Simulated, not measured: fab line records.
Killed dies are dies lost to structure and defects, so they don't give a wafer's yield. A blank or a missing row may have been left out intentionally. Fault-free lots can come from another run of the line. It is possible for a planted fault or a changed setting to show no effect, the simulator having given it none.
fab line records + flow sky130
[record]
- lots = 7
- wafers = 21
- last-day = 48
route steps=708 shown VT_ADJUST_LVTN@111 VT_ADJUST_NCORE@119 PAD_OPEN@708
lots untouched by any fault: they come from a run of this same line in which no faults occurred
start-h: hours from the record's first day to the start of the lot's first wafer shown + wait-h: time in hours since the lot's previous step + " same as the row above + L1.1+2: several wafers, shown together as one row + - no value, or no start given + * or withheld: withheld + < > ~ a bound
route shown NAME@n: names a module that has steps shown in the file, with the first one's number in the route + usual: average and standard deviation across the fault-free wafers + same: alike in all rows + chamber/n: place in a boat + sites: per-site readings + _std_site: their standard deviation + _edge_site: mean of outer sites minus mean of inner sites + radius-mm: for every site, how far away it sits from the centre of the wafer + mask NAME#n: copy n + behind: the tool/chamber that last shaped the wafer + hold: the reason the lot was held/the length of the hold in hours/how it ended + device: transistor that didn't switch, given as n, p or np + end of line: at the end of the route, the tests of the same wafers + step lacking rows: just its recipe + killed: dies that structure and defects cost at the first sort, which is not the same as the wafer's yield + map: the dies of a wafer, with x for killed, . for not killed, _ for no die there
set.NAME: the setting the step ran with; set.NAME@STEP: the setting that earlier step ran with + model.NAME: the simulator's own value behind a step, which no gauge read
lots at selected steps of the route; one table per step, one row per wafer
services: the hour from which a tool's chamber was out of use, counted from the record's first day as start-h (under 0 if before that day), plus the number of hours and why
[[steps]]
[step SKY_VT_ADJUST_LVTN_SOFTBAKE_14]
[recipe]
- temp-c = 90
- time-s = 60
- resist = NOVOLAK
[step SKY_VT_ADJUST_LVTN_EXPOSE_15]
[recipe]
- mask-id = HVN_STD_DERIVED
- na = 0.6
- source-shape = conventional
- sigma-outer = 0.6
- polarization = unpolarized
- target-cd-nm = 600
- dose-mj = 163
[step SKY_VT_ADJUST_LVTN_PEB_16]
[recipe]
- temp-c = withheld
- time-s = *
- resist = NOVOLAK
[step SKY_VT_ADJUST_LVTN_DEVELOP_17]
[recipe]
- resist = NOVOLAK
- developer = TMAH
- develop-time-s = 60
- dev-temp-c = 23
[step SKY_VT_ADJUST_LVTN_OVL_MEAS_18]
[usual]
- VT_ADJUST_LVTN_01_OVL = 0.4/1.6
| lot.wafer | tool       | chamber | start-h | wait-h | VT_ADJUST_LVTN_01_OVL[nm] |
|-----------|------------|---------|---------|--------|---------------------------|
| L521.3    | overlay-01 | -       | 171.47  | 0.1    | 0.5                       |
| L521.5    | "          | -       | "       | "      | -2.0                      |
| L521.6    | "          | -       | "       | "      | -0.2                      |
| L523.1    | overlay-01 | -       | 179.36  | 0.1    | -0.2                      |
| L523.3    | "          | -       | "       | "      | -0.6                      |
| L523.5    | "          | -       | "       | "      | 0.4                       |
| L527.1    | overlay-01 | -       | 204.42  | 0.1    | -1.2                      |
| L527.3    | "          | -       | "       | "      | -2.2                      |
| L527.5    | "          | -       | "       | "      | 1.2                       |
| L528.2    | overlay-02 | -       | 214.84  | 0.1    | -2.4                      |
| L528.3    | "          | -       | "       | "      | 0.2                       |
| L528.5    | "          | -       | "       | "      | 0.1                       |
| L529.1    | overlay-02 | -       | 221.92  | 0.1    | 2.1                       |
| L529.2    | "          | -       | "       | "      | 1.9                       |
| L529.3    | "          | -       | "       | "      | 1.1                       |
| L530.1    | overlay-01 | -       | 226.96  | 0.1    | -1.3                      |
| L530.3    | "          | -       | "       | "      | -3.2                      |
| L530.5    | "          | -       | "       | "      | -2.0                      |
| L531.1    | overlay-01 | -       | 236.88  | 0.1    | 0.8                       |
| L531.3    | "          | -       | "       | "      | 3.4                       |
| L531.4    | "          | -       | "       | "      | 2.0                       |
[step SKY_VT_ADJUST_LVTN_IMPLANT_19]
[recipe]
- species = B
- energy-kev = 30
- dose-cm2 = 6.5e+11
- tilt-deg = withheld
[step SKY_VT_ADJUST_LVTN_STRIP_20]
[recipe]
- chemistry = O2/N2
- power-w = 1400
- pressure-mtorr = 1500
- platen-temp-c = withheld
- o2-flow-sccm = 3000
- n2-flow-sccm = 300
- overash-fraction = 0.5
[usual]
- drypump-motor-current-A = 5.8/0.39
- oes-product-au = 0.715/0.0045
- strip-time-to-endpoint-s = 14.18/0.042
| lot.wafer | tool            | chamber | start-h | wait-h | drypump-motor-current-A | oes-product-au | rf-hours-counter-h | strip-time-to-endpoint-s |
|-----------|-----------------|---------|---------|--------|-------------------------|----------------|--------------------|--------------------------|
| L521.3    | plasma-asher-03 | 0       | 171.68  | 0.1    | 5.2                     | 0.720          | -                  | 14.13                    |
| L521.5    | "               | 1       | "       | "      | 6.3                     | 0.714          | -                  | 14.18                    |
| L521.6    | "               | 0       | "       | "      | 5.2                     | 0.716          | -                  | 14.17                    |
| L523.1    | plasma-asher-04 | 1       | 179.55  | 0.1    | 5.7                     | 0.717          | 50                 | 14.17                    |
| L523.3    | "               | 0       | "       | "      | 5.9                     | 0.719          | -                  | 14.19                    |
| L523.5    | "               | 1       | "       | "      | 5.7                     | 0.721          | -                  | 14.18                    |
| L527.1    | plasma-asher-04 | 1       | 204.60  | 0.1    | 5.7                     | 0.712          | 53                 | 14.10                    |
| L527.3    | "               | 1       | "       | "      | 5.7                     | 0.715          | -                  | 14.09                    |
| L527.5    | "               | 1       | "       | "      | 5.7                     | 0.714          | -                  | 14.12                    |
| L528.2    | plasma-asher-03 | 1       | 215.02  | 0.1    | 6.3                     | 0.714          | 10                 | 14.25                    |
| L528.3    | "               | 0       | "       | "      | 5.2                     | 0.713          | -                  | 14.23                    |
| L528.5    | "               | 0       | "       | "      | 5.2                     | 0.720          | -                  | 14.22                    |
| L529.1    | plasma-asher-04 | 0       | 222.10  | 0.1    | 5.9                     | 0.714          | 54                 | 14.15                    |
| L529.2    | "               | 1       | "       | "      | 5.8                     | 0.712          | 54                 | 14.20                    |
| L529.3    | "               | 0       | "       | "      | 6.0                     | 0.725          | -                  | 14.18                    |
| L530.1    | plasma-asher-03 | 1       | 227.15  | 0.1    | 6.3                     | 0.713          | 11                 | 14.20                    |
| L530.3    | "               | 1       | "       | "      | 6.3                     | 0.720          | -                  | 14.20                    |
| L530.5    | "               | 1       | "       | "      | 6.3                     | 0.710          | -                  | 14.21                    |
| L531.1    | plasma-asher-01 | 0       | 237.07  | 0.1    | 6.1                     | 0.718          | 42                 | 14.15                    |
| L531.3    | "               | 0       | "       | "      | 6.1                     | 0.717          | -                  | 14.12                    |
| L531.4    | "               | 1       | "       | "      | 5.2                     | 0.711          | -                  | 14.13                    |
[step SKY_VT_ADJUST_LVTN_TW_MEAS_21]
[usual]
- VT_ADJUST_LVTN_2_TW = 189.1/1.4
| lot.wafer | tool          | chamber | start-h | wait-h | VT_ADJUST_LVTN_2_TW |
|-----------|---------------|---------|---------|--------|---------------------|
| L521.3    | film-metro-03 | -       | 171.77  | 0.1    | 190.9               |
| L521.5    | "             | -       | "       | "      | 190.8               |
| L521.6    | "             | -       | "       | "      | 191.0               |
| L523.1    | film-metro-03 | -       | 179.65  | 0.1    | 191.0               |
| L523.3    | "             | -       | "       | "      | 191.6               |
| L523.5    | "             | -       | "       | "      | 191.0               |
| L527.1    | film-metro-03 | -       | 204.70  | 0.1    | 190.0               |
| L527.3    | "             | -       | "       | "      | 190.3               |
| L527.5    | "             | -       | "       | "      | 189.5               |
| L528.2    | film-metro-03 | -       | 215.13  | 0.1    | 189.8               |
| L528.3    | "             | -       | "       | "      | 190.1               |
| L528.5    | "             | -       | "       | "      | 190.4               |
| L529.1    | film-metro-03 | -       | 222.20  | 0.1    | 187.6               |
| L529.2    | "             | -       | "       | "      | 189.2               |
| L529.3    | "             | -       | "       | "      | 189.0               |
| L530.1    | film-metro-03 | -       | 227.25  | 0.1    | 189.0               |
| L530.3    | "             | -       | "       | "      | 188.3               |
| L530.5    | "             | -       | "       | "      | 188.7               |
| L531.1    | film-metro-01 | -       | 237.17  | 0.1    | 188.4               |
| L531.3    | "             | -       | "       | "      | 186.3               |
| L531.4    | "             | -       | "       | "      | 188.6               |
[step SKY_VT_ADJUST_NCORE_DEHYDRATE_00]
[recipe]
- temp-c = 200
- time-s = 60
[step SKY_VT_ADJUST_NCORE_HMDS_01]
[recipe]
- prime-time-s = 60
- prime-temp-c = 120
[step SKY_VT_ADJUST_NCORE_COAT_02]
[recipe]
- resist = NOVOLAK
- spin-rpm = 3000
- resist-thk-nm = 1140
[step SKY_VT_ADJUST_NCORE_SOFTBAKE_03]
[recipe]
- temp-c = 90
- time-s = 60
- resist = NOVOLAK
[step SKY_VT_ADJUST_NCORE_EXPOSE_04]
[recipe]
- mask-id = LVTN_COMPLEMENT_THIN
- na = 0.6
- source-shape = conventional
- sigma-outer = 0.6
- polarization = unpolarized
- target-cd-nm = 380
- dose-mj = 139
| lot.wafer  | tool             | chamber | start-h | wait-h | mask                   | model.VT_ADJUST_NCORE.overlay-x-nm |
|------------|------------------|---------|---------|--------|------------------------|------------------------------------|
| L521.3+5+6 | iline-stepper-01 | 0       | 182.12  | -      | LVTN_COMPLEMENT_THIN#0 | 0.0666                             |
| L523.1+3+5 | iline-stepper-02 | 0       | 190.08  | -      | LVTN_COMPLEMENT_THIN#0 | -0.3864                            |
| L527.1+3+5 | iline-stepper-01 | 0       | 216.02  | -      | LVTN_COMPLEMENT_THIN#0 | 0.2246                             |
| L528.2+3+5 | iline-stepper-02 | 0       | 225.92  | -      | LVTN_COMPLEMENT_THIN#0 | -0.7457                            |
| L529.1+2+3 | iline-stepper-01 | 0       | 233.78  | -      | LVTN_COMPLEMENT_THIN#0 | 234.5                              |
| L530.1+3+5 | iline-stepper-01 | 0       | 239.51  | -      | LVTN_COMPLEMENT_THIN#0 | 234.5                              |
| L531.1+3+4 | iline-stepper-01 | 0       | 248.76  | -      | LVTN_COMPLEMENT_THIN#0 | 235.7                              |
[step SKY_VT_ADJUST_NCORE_PEB_05]
[recipe]
- temp-c = withheld
- time-s = *
- resist = NOVOLAK
[step SKY_VT_ADJUST_NCORE_DEVELOP_06]
[recipe]
- resist = NOVOLAK
- developer = TMAH
- develop-time-s = 60
- dev-temp-c = 23
[step SKY_VT_ADJUST_NCORE_CD_MEAS_07]
[recipe]
- target-cd-nm = 380
[usual]
- cd-nm = 380.3/3
| lot.wafer | tool      | chamber | start-h | wait-h | cd-nm |
|-----------|-----------|---------|---------|--------|-------|
| L521.3    | cd-sem-01 | -       | 191.96  | 0.1    | 384.1 |
| L521.5    | "         | -       | "       | "      | 384.7 |
| L521.6    | "         | -       | "       | "      | 384.6 |
| L523.1    | cd-sem-02 | -       | 199.42  | 0.1    | 381.8 |
| L523.3    | "         | -       | "       | "      | 381.4 |
| L523.5    | "         | -       | "       | "      | 381.4 |
| L527.1    | cd-sem-02 | -       | 226.61  | 0.1    | 382.4 |
| L527.3    | "         | -       | "       | "      | 381.5 |
| L527.5    | "         | -       | "       | "      | 382.8 |
| L528.2    | cd-sem-01 | -       | 237.28  | 0.1    | 373.7 |
| L528.3    | "         | -       | "       | "      | 373.5 |
| L528.5    | "         | -       | "       | "      | 377.5 |
| L529.1    | cd-sem-02 | -       | 245.56  | 0.1    | 382.6 |
| L529.2    | "         | -       | "       | "      | 383.7 |
| L529.3    | "         | -       | "       | "      | 383.4 |
| L530.1    | cd-sem-01 | -       | 250.36  | 0.1    | 376.5 |
| L530.3    | "         | -       | "       | "      | 378.6 |
| L530.5    | "         | -       | "       | "      | 378.6 |
| L531.1    | cd-sem-02 | -       | 259.82  | 0.1    | 381.8 |
| L531.3    | "         | -       | "       | "      | 381.3 |
| L531.4    | "         | -       | "       | "      | 380.8 |
[step SKY_VT_ADJUST_NCORE_OVL_MEAS_08]
[usual]
- VT_ADJUST_NCORE_OVL = 0.8/1.4
| lot.wafer | tool       | chamber | start-h | wait-h | VT_ADJUST_NCORE_OVL[nm] |
|-----------|------------|---------|---------|--------|-------------------------|
| L521.3    | overlay-01 | -       | 192.05  | 0.1    | 0.9                     |
| L521.5    | "          | -       | "       | "      | 0.6                     |
| L521.6    | "          | -       | "       | "      | 0.7                     |
| L523.1    | overlay-02 | -       | 199.54  | 0.1    | -0.9                    |
| L523.3    | "          | -       | "       | "      | 1.1                     |
| L523.5    | "          | -       | "       | "      | 0.5                     |
| L527.1    | overlay-01 | -       | 226.73  | 0.1    | 0.6                     |
| L527.3    | "          | -       | "       | "      | 0.8                     |
| L527.5    | "          | -       | "       | "      | 0.8                     |
| L528.2    | overlay-01 | -       | 237.39  | 0.1    | -1.4                    |
| L528.3    | "          | -       | "       | "      | 0.1                     |
| L528.5    | "          | -       | "       | "      | 0.2                     |
| L529.1    | overlay-02 | -       | 245.68  | 0.1    | 234.8                   |
| L529.2    | "          | -       | "       | "      | 236.0                   |
| L529.3    | "          | -       | "       | "      | 235.8                   |
| L530.1    | overlay-02 | -       | 250.48  | 0.1    | 234.8                   |
| L530.3    | "          | -       | "       | "      | 235.9                   |
| L530.5    | "          | -       | "       | "      | 235.5                   |
| L531.1    | overlay-01 | -       | 259.94  | 0.1    | 235.3                   |
| L531.3    | "          | -       | "       | "      | 235.5                   |
| L531.4    | "          | -       | "       | "      | 235.2                   |
[step SKY_VT_ADJUST_NCORE_IMPLANT_09]
[recipe]
- species = B
- energy-kev = 10
- dose-cm2 = 2.4e+12
- tilt-deg = withheld
[step SKY_PAD_OPEN_PROBE_99]
[usual]
- killed_at_M0_to_M3 = 42/6.8
- killed_at_M4_up = 3.2/1.8
- killed-at-contacts = 25/5.4
- killed-at-front-end = 15/4.5
- killed-at-other = 0.3/0.56
- killed-dies = 85/9.7
- killed-on-rim = 17/3.3
- killed-open = 46/7.1
- killed-short = 39/6.5
[same]
- gross-dies = 492
- killed-at-back-side = 0
| lot.wafer | tool      | chamber | start-h | wait-h | killed_at_M0_to_M3 | killed_at_M4_up | killed-at-contacts | killed-at-front-end | killed-at-other | killed-dies | killed-on-rim | killed-open | killed-short | model.etest.sram-nfet-pass.drive-ua-um | model.etest.nfet_05v0_nvt.drive-ua-um | model.etest.sram-pfet-latch.drive-ua-um | model.etest.pfet_01v8_lvt.drive-ua-um | model.etest.nfet_01v8_lvt.drive-ua-um | model.etest.pfet_01v8_hvt.drive-ua-um | model.etest.pfet_01v8_lvt.off-log10-a-um | model.etest.nfet_05v0_nvt.off-log10-a-um |
|-----------|-----------|---------|---------|--------|--------------------|-----------------|--------------------|---------------------|-----------------|-------------|---------------|-------------|--------------|----------------------------------------|---------------------------------------|-----------------------------------------|---------------------------------------|---------------------------------------|---------------------------------------|------------------------------------------|------------------------------------------|
| L521.3    | prober-02 | -       | 1084.78 | 0.2    | 48                 | 3               | 22                 | 24                  | 0               | 97          | 18            | 52          | 45           | 472.8                                  | 564.4                                 | 139.4                                   | 173.3                                 | 560.7                                 | 140.6                                 | -8.88                                    | -10.95                                   |
| L521.5    | prober-02 | -       | 1084.88 | 0.2    | 50                 | 2               | 19                 | 14                  | 0               | 85          | 19            | 43          | 42           | 482.3                                  | 560                                   | 141.3                                   | 175.1                                 | 560.9                                 | 144.9                                 | -8.681                                   | -11.22                                   |
| L521.6    | prober-02 | -       | 1084.93 | 0.2    | 42                 | 3               | 27                 | 13                  | 0               | 85          | 15            | 40          | 45           | 483.9                                  | 564.6                                 | 136.7                                   | 173.9                                 | 557.4                                 | 143.2                                 | -8.981                                   | -11.1                                    |
| L523.1    | prober-02 | -       | 1094.63 | 0.1    | 53                 | 2               | 21                 | 22                  | 0               | 98          | 18            | 53          | 45           | 486.3                                  | 586.1                                 | 144.6                                   | 173.4                                 | 576.2                                 | 141.1                                 | -9.052                                   | -10.97                                   |
| L523.3    | prober-02 | -       | 1094.73 | 0.2    | 42                 | 4               | 33                 | 7                   | 0               | 86          | 13            | 48          | 38           | 483                                    | 593.1                                 | 136.7                                   | 175.6                                 | 572.5                                 | 145.4                                 | -9.104                                   | -11.09                                   |
| L523.5    | prober-02 | -       | 1094.83 | 0.2    | 48                 | 3               | 35                 | 10                  | 0               | 96          | 19            | 49          | 47           | 481.5                                  | 583.6                                 | 135.5                                   | 171.6                                 | 564.6                                 | 139.1                                 | -9.168                                   | -11.08                                   |
| L527.1    | prober-02 | -       | 1117.68 | 0.1    | 46                 | 3               | 20                 | 17                  | 0               | 86          | 18            | 47          | 39           | 472.5                                  | 569                                   | 139.8                                   | 173.1                                 | 559.5                                 | 137.2                                 | -8.744                                   | -10.88                                   |
| L527.3    | prober-02 | -       | 1117.78 | 0.2    | 36                 | 1               | 28                 | 15                  | 1               | 81          | 15            | 43          | 38           | 470.5                                  | 579.1                                 | 138.2                                   | 172.9                                 | 555.8                                 | 137.1                                 | -8.589                                   | -10.88                                   |
| L527.5    | prober-02 | -       | 1117.88 | 0.2    | 40                 | 5               | 22                 | 10                  | 1               | 78          | 11            | 35          | 43           | 486.6                                  | 571.8                                 | 133.3                                   | 171                                   | 568.1                                 | 136.8                                 | -8.657                                   | -10.93                                   |
| L528.2    | prober-01 | -       | 1123.53 | 0.1    | 29                 | 5               | 32                 | 14                  | 0               | 80          | 12            | 35          | 44           | 515.7                                  | 576.5                                 | 142.5                                   | 179                                   | 591.1                                 | 146.5                                 | -8.904                                   | -10.92                                   |
| L528.3    | prober-01 | -       | 1123.58 | 0.2    | 43                 | 2               | 23                 | 13                  | 1               | 82          | 21            | 46          | 36           | 500.5                                  | 567.7                                 | 143.8                                   | 173.7                                 | 575.8                                 | 142.3                                 | -9.017                                   | -10.81                                   |
| L528.5    | prober-01 | -       | 1123.68 | 0.2    | 47                 | 2               | 25                 | 12                  | 0               | 86          | 17            | 46          | 39           | 505.3                                  | 559.8                                 | 150.7                                   | 175.9                                 | 585.6                                 | 142.6                                 | -8.977                                   | -10.88                                   |
| L529.1    | prober-02 | -       | 1134.69 | 0.1    | 38                 | 7               | 24                 | 114                 | 0               | 183         | 33            | 42          | 37           | 551                                    | 531.2                                 | 163.1                                   | 205.8                                 | 549.9                                 | 153.9                                 | -5.923                                   | -13.42                                   |
| L529.2    | prober-02 | -       | 1134.74 | 0.1    | 47                 | 3               | 17                 | 122                 | 0               | 189         | 41            | 39          | 39           | 542                                    | 531.7                                 | 150.5                                   | 202.9                                 | 534.8                                 | 149.4                                 | -5.889                                   | -13.49                                   |
| L529.3    | prober-02 | -       | 1134.79 | 0.2    | 32                 | 6               | 27                 | 120                 | 0               | 185         | 37            | 43          | 41           | 539.3                                  | 535.7                                 | 161.6                                   | 203.1                                 | 529.1                                 | 149.5                                 | -5.844                                   | -13.49                                   |
| L530.1    | prober-01 | -       | 1135.53 | 0.1    | 44                 | 5               | 20                 | 118                 | 0               | 187         | 35            | 48          | 29           | 541.4                                  | 533.3                                 | 163.5                                   | 194.1                                 | 552.1                                 | 152.5                                 | -7.017                                   | -13.17                                   |
| L530.3    | prober-01 | -       | 1135.63 | 0.2    | 34                 | 5               | 17                 | 126                 | 0               | 182         | 33            | 39          | 29           | 572.6                                  | 533                                   | 167.8                                   | 195.1                                 | 558.8                                 | 155.3                                 | -6.92                                    | -13.18                                   |
| L530.5    | prober-01 | -       | 1135.73 | 0.2    | 40                 | 0               | 33                 | 120                 | 0               | 193         | 42            | 49          | 36           | 559.6                                  | 536.2                                 | 166                                     | 194.1                                 | 558.8                                 | 154.9                                 | -6.873                                   | -13.24                                   |
| L531.1    | prober-02 | -       | 1141.89 | 0.1    | 51                 | 4               | 14                 | 126                 | 0               | 195         | 37            | 52          | 36           | 544                                    | 533.5                                 | 179.9                                   | 196.4                                 | 526.1                                 | 156.4                                 | -6.434                                   | -13.29                                   |
| L531.3    | prober-02 | -       | 1141.99 | 0.2    | 51                 | 2               | 27                 | 122                 | 1               | 203         | 42            | 61          | 34           | 555.8                                  | 538.1                                 | 173.8                                   | 197                                   | 543.4                                 | 159                                   | -6.237                                   | -13.31                                   |
| L531.4    | prober-02 | -       | 1142.04 | 0.2    | 38                 | 6               | 30                 | 111                 | 0               | 185         | 35            | 49          | 37           | 563.9                                  | 537.2                                 | 175.6                                   | 199.8                                 | 540.1                                 | 160.3                                 | -6.258                                   | -13.27                                   |
// killed by level:class
L521.3 CONTACT:geometric-particle:open=9 VIA1:geometric-particle:short=8 VIA1:geometric-particle:open=8 POLY_GATE:geometric-particle:short=7 VIA2:geometric-particle:open=7 VIA3:geometric-particle:open=7 METAL2:geometric-particle:short=6 POLY_GATE:geometric-particle:open=5
L521.5 VIA1:geometric-particle:open=9 CONTACT:geometric-particle:open=8 VIA3:geometric-particle:open=7 VIA2:geometric-particle:open=6 FIELD_ISO:geometric-particle:short=5 VIA1:geometric-particle:short=5 METAL2:geometric-particle:short=5 LOCAL_INTERCONNECT:geometric-particle:short=4
L521.6 METAL1:geometric-particle:short=11 LI_CONTACT:geometric-particle:open=9 CONTACT:geometric-particle:open=8 CONTACT:geometric-particle:short=6 VIA3:geometric-particle:open=6 METAL2:geometric-particle:short=6 VIA1:geometric-particle:open=5 VIA2:geometric-particle:open=5
L523.1 VIA1:geometric-particle:open=10 METAL2:geometric-particle:short=10 CONTACT:geometric-particle:open=8 VIA2:geometric-particle:open=8 VIA1:geometric-particle:short=8 SPACER:geometric-particle:open=6 LI_CONTACT:geometric-particle:open=6 POLY_GATE:geometric-particle:short=5
L523.3 CONTACT:geometric-particle:open=15 METAL2:geometric-particle:short=12 LI_CONTACT:geometric-particle:open=9 VIA1:geometric-particle:open=8 CONTACT:geometric-particle:short=5 VIA2:geometric-particle:open=5 METAL4:geometric-particle:short=4 VIA3:geometric-particle:open=4
L523.5 LI_CONTACT:geometric-particle:open=13 METAL2:geometric-particle:short=11 CONTACT:geometric-particle:open=10 VIA1:geometric-particle:open=7 VIA2:geometric-particle:open=5 VIA3:geometric-particle:open=5 FIELD_ISO:geometric-particle:short=4 LI_CONTACT:geometric-particle:short=4
L527.1 VIA3:geometric-particle:open=10 METAL1:geometric-particle:short=8 CONTACT:geometric-particle:open=7 FIELD_ISO:geometric-particle:open=6 VIA1:geometric-particle:open=6 VIA1:geometric-particle:short=6 LI_CONTACT:geometric-particle:short=5 LI_CONTACT:geometric-particle:open=5
L527.3 LI_CONTACT:geometric-particle:open=12 FIELD_ISO:geometric-particle:open=6 VIA1:geometric-particle:open=6 METAL2:geometric-particle:short=6 LOCAL_INTERCONNECT:geometric-particle:short=6 VIA3:geometric-particle:open=5 CONTACT:geometric-particle:open=5 FIELD_ISO:geometric-particle:short=4
L527.5 METAL1:geometric-particle:short=7 VIA2:geometric-particle:short=7 LI_CONTACT:geometric-particle:open=6 CONTACT:geometric-particle:open=6 CONTACT:geometric-particle:short=5 VIA1:geometric-particle:open=5 VIA3:geometric-particle:short=5 FIELD_ISO:geometric-particle:short=4
L528.2 CONTACT:geometric-particle:open=9 LI_CONTACT:geometric-particle:open=7 LOCAL_INTERCONNECT:geometric-particle:short=6 CONTACT:geometric-particle:short=5 VIA1:geometric-particle:open=5 METAL2:geometric-particle:short=5 POLY_GATE:geometric-particle:short=4 LI_CONTACT:geometric-particle:short=4
L528.3 VIA1:geometric-particle:open=12 LI_CONTACT:geometric-particle:open=6 CONTACT:geometric-particle:open=6 CONTACT:geometric-particle:short=5 VIA2:geometric-particle:open=5 METAL2:geometric-particle:short=5 METAL2:geometric-particle:open=5 FIELD_ISO:geometric-particle:short=4
L528.5 VIA1:geometric-particle:open=12 CONTACT:geometric-particle:open=8 METAL2:geometric-particle:short=8 VIA1:geometric-particle:short=6 VIA2:geometric-particle:open=6 LI_CONTACT:geometric-particle:short=5 LI_CONTACT:geometric-particle:open=5 POLY_GATE:geometric-particle:open=4
L529.1 VT_ADJUST_NCORE:overlay=104 LI_CONTACT:geometric-particle:open=11 VIA1:geometric-particle:open=7 VIA1:geometric-particle:short=5 METAL2:geometric-particle:short=5 METAL4:geometric-particle:short=5 VIA2:geometric-particle:open=4 CONTACT:geometric-particle:open=4
L529.2 VT_ADJUST_NCORE:overlay=111 VIA1:geometric-particle:open=12 VIA2:geometric-particle:open=9 VIA1:geometric-particle:short=7 CONTACT:geometric-particle:short=6 METAL2:geometric-particle:short=6 LI_CONTACT:geometric-particle:open=4 VIA3:geometric-particle:open=4
L529.3 VT_ADJUST_NCORE:overlay=101 LI_CONTACT:geometric-particle:open=10 CONTACT:geometric-particle:open=7 FIELD_ISO:geometric-particle:short=5 METAL1:geometric-particle:short=5 VIA1:geometric-particle:open=5 VIA2:geometric-particle:short=5 FIELD_ISO:geometric-particle:open=4
L530.1 VT_ADJUST_NCORE:overlay=110 VIA1:geometric-particle:open=13 VIA2:geometric-particle:open=7 LI_CONTACT:geometric-particle:open=6 VIA3:geometric-particle:open=6 FIELD_ISO:geometric-particle:open=5 LOCAL_INTERCONNECT:geometric-particle:short=5 CONTACT:geometric-particle:open=5
L530.3 VT_ADJUST_NCORE:overlay=114 VIA1:geometric-particle:open=10 LI_CONTACT:geometric-particle:open=7 CONTACT:geometric-particle:open=6 FIELD_ISO:geometric-particle:short=5 VIA2:geometric-particle:open=5 FIELD_ISO:geometric-particle:open=4 VIA1:geometric-particle:short=4
L530.5 VT_ADJUST_NCORE:overlay=108 LI_CONTACT:geometric-particle:open=12 VIA1:geometric-particle:open=12 CONTACT:geometric-particle:open=8 CONTACT:geometric-particle:short=7 VIA2:geometric-particle:open=6 LOCAL_INTERCONNECT:geometric-particle:short=5 VIA1:geometric-particle:short=5
L531.1 VT_ADJUST_NCORE:overlay=107 VIA3:geometric-particle:open=12 VIA1:geometric-particle:open=9 CONTACT:geometric-particle:open=8 VIA1:geometric-particle:short=7 VIA2:geometric-particle:open=7 FIELD_ISO:geometric-particle:open=5 POLY_GATE:geometric-particle:short=5
L531.3 VT_ADJUST_NCORE:overlay=107 VIA1:geometric-particle:open=14 CONTACT:geometric-particle:open=12 LI_CONTACT:geometric-particle:open=9 VIA2:geometric-particle:open=9 VIA1:geometric-particle:short=6 VIA3:geometric-particle:short=6 POLY_GATE:geometric-particle:open=5
L531.4 VT_ADJUST_NCORE:overlay=99 CONTACT:geometric-particle:open=11 VIA2:geometric-particle:open=7 VIA1:geometric-particle:open=7 LI_CONTACT:geometric-particle:open=6 VIA1:geometric-particle:short=6 CONTACT:geometric-particle:short=5 VIA3:geometric-particle:open=5
// map L529.2 (x killed, . not)
__________xx.......x_________
________.x....x.x.x..._______
______xx....xx.x.x.x...x_____
_____xx..xxx.x...x.....xx____
____.x..xxx.x...........x.___
___..x....x....x.xx.....xx.__
__...xx......x.xxx.xx..xxxxx_
_...xxx....xx.x..x.......x.x.
_....x...x...xxx.........xxx.
_.x.x.....xx.x...x..x....x..x
_xx....xx...x.x...xxx..x..x.x
_xx..x....xxx.xx.....x..x...x
_.x...xxxx.x.xxx.....x..x....
_xx....xxx.xxx...x......xx.xx
_...x...xxx..xx...x....x.x.x.
__.x...xxxxx.x....x.xxx.xx.._
___x....x.x.xx.x....xxxxx..__
____....x...x.xxx....x.x..___
_____..x...xx.......x....____
______xx...x.x.....xxx.x_____
________xx.x.....xxxxx_______
__________..x.x..xxx_________
// map L530.5 (x killed, . not)
__________.xxxxx...._________
________xx....xx.x...._______
______x.x..x...xxxxx.xxx_____
_____..x.xx.....xx......x____
____.......x.x.x........x.___
___.......xxx..x...xxxx....__
__xx.xx..x.x..x..xx....x...._
_x.xx....x..xx....xx.xxxx..xx
_.......xxx....x..x..x..x....
_x.x...x..x..xx.x......x.x...
_..x..xx.xx..x.xx..x.x..x...x
_..x..xx.x...xx..x......xx.x.
_xx.x.xx......x...x.x.xx..xxx
_xx..xxxx......xxx.xx......xx
_x.xx.........xxxxxxxxxx.x..x
__xxx..x.x...xx.x...x.xxxxx._
___..xx....x....xx.x.x..x.x__
____.x..x....x....x..x...x___
_____xxx..x.xx....x...x.x____
______........xx...x..x._____
________xx.xx.x..x..x._______
__________.x.....x.._________
[[services]]
| tool             | chamber | start-h | hours | kind        |
|------------------|---------|---------|-------|-------------|
| iline-stepper-02 | 0       | 158.54  | -     | calibration |
| plasma-asher-01  | -       | 188.62  | 6.2   | repair      |
| iline-stepper-01 | 0       | 194.12  | -     | calibration |
| iline-stepper-02 | -       | 205.57  | 1.6   | repair      |
| iline-stepper-01 | -       | 210.57  | 1.7   | pm          |
| iline-stepper-01 | -       | 219.16  | 8.9   | repair      |
| plasma-asher-01  | -       | 226.73  | 4.3   | pm          |
| plasma-asher-04  | -       | 241.92  | 9.0   | repair      |
[[key]]
[first-sign]
- step = SKY_VT_ADJUST_NCORE_OVL_MEAS_08
- reading = VT_ADJUST_NCORE_OVL
- direction = up
- sigmas = 99+
- usual = 0.8
- struck = 235.4
[effect]
- step = SKY_PAD_OPEN_PROBE_99
- reading = killed-at-front-end
- direction = up
- sigmas = 23
- usual = 15
- struck = 120
[model-effect]
- step = SKY_VT_ADJUST_NCORE_EXPOSE_04
- value = VT_ADJUST_NCORE.overlay-x-nm
- without = 1.063
- struck = 234.9
[model-effect]
- step = SKY_PAD_OPEN_PROBE_99
- value = etest.sram-nfet-pass.drive-ua-um
- without = 479.6
- struck = 552.2
[more-kills-born-at]
- SKY_VT_ADJUST_NCORE_EXPOSE_04@iline-stepper-01 = 961
met-at SKY_VT_ADJUST_NCORE_EXPOSE_04
struck-wafers L529.1,L529.2,L529.3,L530.1,L530.3,L530.5,L531.1,L531.3,L531.4
tester-left-out L529,L530,L531
onset-between 216.02 233.78
also-fits time
[fault]
- kind = scanner-matching-overlay
- tool = iline-stepper-01
- chamber = -
- onset-h = 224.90
- steps = SKY_VT_ADJUST_NCORE_EXPOSE_04
- offset = 233.88
// tester-left-out: of these lots the tester's yield and bins aren't shown, on N5 and GAA mostly nor the transistor test; their killed dies are dies lost to structure and defects alone, not to doping, threshold or leakage, so they don't give the yield
